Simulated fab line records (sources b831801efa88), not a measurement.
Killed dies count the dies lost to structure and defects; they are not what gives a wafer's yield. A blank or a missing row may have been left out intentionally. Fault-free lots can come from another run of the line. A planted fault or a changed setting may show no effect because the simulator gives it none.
Shared-tool check || flow sky130 || 39 wafers sampled across 13 lots

THE REASON FOR OPENING IT
Of 13 lots, 2 have the reading LDD_HVN_TW flagged at SKY_LDD_HVN_TW_MEAS_10. No-fault wafers: 1453, standard deviation 12.
Rule: flag the lot when none of its wafers has a number, or when each of its wafers that has one lies beyond 4 standard deviations from that mean. All remaining lots are regarded as sound.

{"lot": "L971", "measured": "day 21 02:10", "on": "film_metro-02", "LDD_HVN_TW, wafer by wafer": "1457 1461 1467", "flag": ""}
{"lot": "L974", "measured": "day 21 17:55", "on": "film_metro-01", "LDD_HVN_TW, wafer by wafer": "1458 1445 1451", "flag": ""}
{"lot": "L976", "measured": "day 22 10:13", "on": "film_metro-03", "LDD_HVN_TW, wafer by wafer": "1437 1434 1430", "flag": ""}
{"lot": "L977", "measured": "day 22 21:10", "on": "film_metro-01", "LDD_HVN_TW, wafer by wafer": "1459 1468 1453", "flag": ""}
{"lot": "L978", "measured": "day 23 02:02", "on": "film_metro-02", "LDD_HVN_TW, wafer by wafer": "1465 1456 1470", "flag": ""}
{"lot": "L980", "measured": "day 23 19:10", "on": "film_metro-03", "LDD_HVN_TW, wafer by wafer": "1438 1438 1441", "flag": ""}
{"lot": "L982", "measured": "day 24 12:39", "on": "film_metro-01", "LDD_HVN_TW, wafer by wafer": "1444 1446 1452", "flag": ""}
{"lot": "L983", "measured": "day 24 19:37", "on": "film_metro-02", "LDD_HVN_TW, wafer by wafer": "1461 1471 1463", "flag": ""}
{"lot": "L990", "measured": "day 26 23:27", "on": "film_metro-01", "LDD_HVN_TW, wafer by wafer": "1532 1529 1525", "flag": "FLAGGED"}
{"lot": "L989", "measured": "day 27 01:55", "on": "film_metro-03", "LDD_HVN_TW, wafer by wafer": "1508 1503 1508", "flag": "FLAGGED"}
{"lot": "L991", "measured": "day 27 10:00", "on": "film_metro-02", "LDD_HVN_TW, wafer by wafer": "1472 1456 1463", "flag": ""}
{"lot": "L992", "measured": "day 28 03:45", "on": "film_metro-01", "LDD_HVN_TW, wafer by wafer": "1453 1449 1448", "flag": ""}
{"lot": "L993", "measured": "day 28 12:03", "on": "film_metro-01", "LDD_HVN_TW, wafer by wafer": "1460 1454 1454", "flag": ""}
Average over the flagged lots: 1518; offset from the usual +64, equal to +5 standard deviations.

EACH LOT AND THE TOOL IT RAN ON
The record holds 2 process steps before the reading, out of a route of 708 steps. Cell contents, in order: the tool; ch with the chambers the sampled wafers went through; the start.
{"lot": "L971", "flag": "", "SKY_VT_ADJUST_PCH_STRIP_09": "plasma_asher-02 ch 0,1, day 10 15:55", "SKY_LDD_HVN_IMPLANT_08": "implanter-01 ch 0, day 21 01:56"}
{"lot": "L974", "flag": "", "SKY_VT_ADJUST_PCH_STRIP_09": "plasma_asher-03 ch 0,1, day 11 08:13", "SKY_LDD_HVN_IMPLANT_08": "implanter-04 ch 0, day 21 17:40"}
{"lot": "L976", "flag": "", "SKY_VT_ADJUST_PCH_STRIP_09": "plasma_asher-02 ch 0,1, day 12 00:52", "SKY_LDD_HVN_IMPLANT_08": "implanter-04 ch 0, day 22 09:59"}
{"lot": "L977", "flag": "", "SKY_VT_ADJUST_PCH_STRIP_09": "plasma_asher-03 ch 0, day 12 10:52", "SKY_LDD_HVN_IMPLANT_08": "implanter-04 ch 0, day 22 20:55"}
{"lot": "L978", "flag": "", "SKY_VT_ADJUST_PCH_STRIP_09": "plasma_asher-04 ch 0,1, day 12 14:20", "SKY_LDD_HVN_IMPLANT_08": "implanter-02 ch 0, day 23 01:50"}
{"lot": "L980", "flag": "", "SKY_VT_ADJUST_PCH_STRIP_09": "plasma_asher-02 ch 0,1, day 13 05:52", "SKY_LDD_HVN_IMPLANT_08": "implanter-02 ch 0, day 23 18:55"}
{"lot": "L982", "flag": "", "SKY_VT_ADJUST_PCH_STRIP_09": "plasma_asher-03 ch 0,1, day 13 17:46", "SKY_LDD_HVN_IMPLANT_08": "implanter-04 ch 0, day 24 12:24"}
{"lot": "L983", "flag": "", "SKY_VT_ADJUST_PCH_STRIP_09": "plasma_asher-04 ch 0,1, day 14 05:25", "SKY_LDD_HVN_IMPLANT_08": "implanter-02 ch 0, day 24 19:22"}
{"lot": "L990", "flag": "FLAGGED", "SKY_VT_ADJUST_PCH_STRIP_09": "plasma_asher-03 ch 0,1, day 16 07:42", "SKY_LDD_HVN_IMPLANT_08": "implanter-02 ch 0, day 26 23:12"}
{"lot": "L989", "flag": "FLAGGED", "SKY_VT_ADJUST_PCH_STRIP_09": "plasma_asher-04 ch 0,1, day 16 08:57", "SKY_LDD_HVN_IMPLANT_08": "implanter-02 ch 0, day 27 01:40"}
{"lot": "L991", "flag": "", "SKY_VT_ADJUST_PCH_STRIP_09": "plasma_asher-04 ch 0,1, day 16 19:48", "SKY_LDD_HVN_IMPLANT_08": "implanter-01 ch 0, day 27 09:45"}
{"lot": "L992", "flag": "", "SKY_VT_ADJUST_PCH_STRIP_09": "plasma_asher-04 ch 0,1, day 17 08:11", "SKY_LDD_HVN_IMPLANT_08": "implanter-04 ch 0, day 28 03:30"}
{"lot": "L993", "flag": "", "SKY_VT_ADJUST_PCH_STRIP_09": "plasma_asher-03 ch 0,1, day 17 22:13", "SKY_LDD_HVN_IMPLANT_08": "implanter-01 ch 0, day 28 11:48"}
What the steps here do:
- SKY_VT_ADJUST_PCH_STRIP_09: strips in O2/N2.
- SKY_LDD_HVN_IMPLANT_08
- SKY_LDD_HVN_TW_MEAS_10

FLAGGED AGAINST TOTAL, ONE TOOL AT A TIME (gauges that did the reading follow at the end)
{"step": "SKY_VT_ADJUST_PCH_STRIP_09", "tool": "plasma_asher-02", "lots run": 3, "flagged": 0, "share of the flagged lots": "none", "sound lots run after its first flagged lot": "-"}
{"step": "SKY_VT_ADJUST_PCH_STRIP_09", "tool": "plasma_asher-03", "lots run": 5, "flagged": 1, "share of the flagged lots": "some", "sound lots run after its first flagged lot": "1 (L993)"}
{"step": "SKY_VT_ADJUST_PCH_STRIP_09", "tool": "plasma_asher-04", "lots run": 5, "flagged": 1, "share of the flagged lots": "some", "sound lots run after its first flagged lot": "2 (L991,L992)"}
{"step": "SKY_LDD_HVN_IMPLANT_08", "tool": "implanter-01", "lots run": 3, "flagged": 0, "share of the flagged lots": "none", "sound lots run after its first flagged lot": "-"}
{"step": "SKY_LDD_HVN_IMPLANT_08", "tool": "implanter-02", "lots run": 5, "flagged": 2, "share of the flagged lots": "all", "sound lots run after its first flagged lot": 0}
{"step": "SKY_LDD_HVN_IMPLANT_08", "tool": "implanter-04", "lots run": 5, "flagged": 0, "share of the flagged lots": "none", "sound lots run after its first flagged lot": "-"}
{"step": "SKY_LDD_HVN_TW_MEAS_10", "tool": "film_metro-01", "lots run": 6, "flagged": 1, "share of the flagged lots": "some", "sound lots run after its first flagged lot": "2 (L992,L993)"}
{"step": "SKY_LDD_HVN_TW_MEAS_10", "tool": "film_metro-02", "lots run": 4, "flagged": 0, "share of the flagged lots": "none", "sound lots run after its first flagged lot": "-"}
{"step": "SKY_LDD_HVN_TW_MEAS_10", "tool": "film_metro-03", "lots run": 3, "flagged": 1, "share of the flagged lots": "some", "sound lots run after its first flagged lot": 0}

WHAT THE TABLE PERMITS
Rows of the table that ran each flagged lot: 1, that is implanter-02 at SKY_LDD_HVN_IMPLANT_08.
- implanter-02 at SKY_LDD_HVN_IMPLANT_08 ran 5 lots, 2 of them flagged. A fault beginning between L983 (day 24 19:22), its last sound lot, and L990 (day 26 23:12), its first flagged one, fits the data. Its own readings lie more than 4 standard deviations out on every wafer of the flagged lots: beam_energy_keV.
One tool is left: implanter-02 at SKY_LDD_HVN_IMPLANT_08.

WHAT WAS PUT IN BY THE SIMULATOR
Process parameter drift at SKY_LDD_HVN_IMPLANT_08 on implanter-02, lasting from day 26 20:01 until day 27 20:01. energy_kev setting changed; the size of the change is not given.
Struck lots among those shown: L990, L989. The rule above reached the same finding.
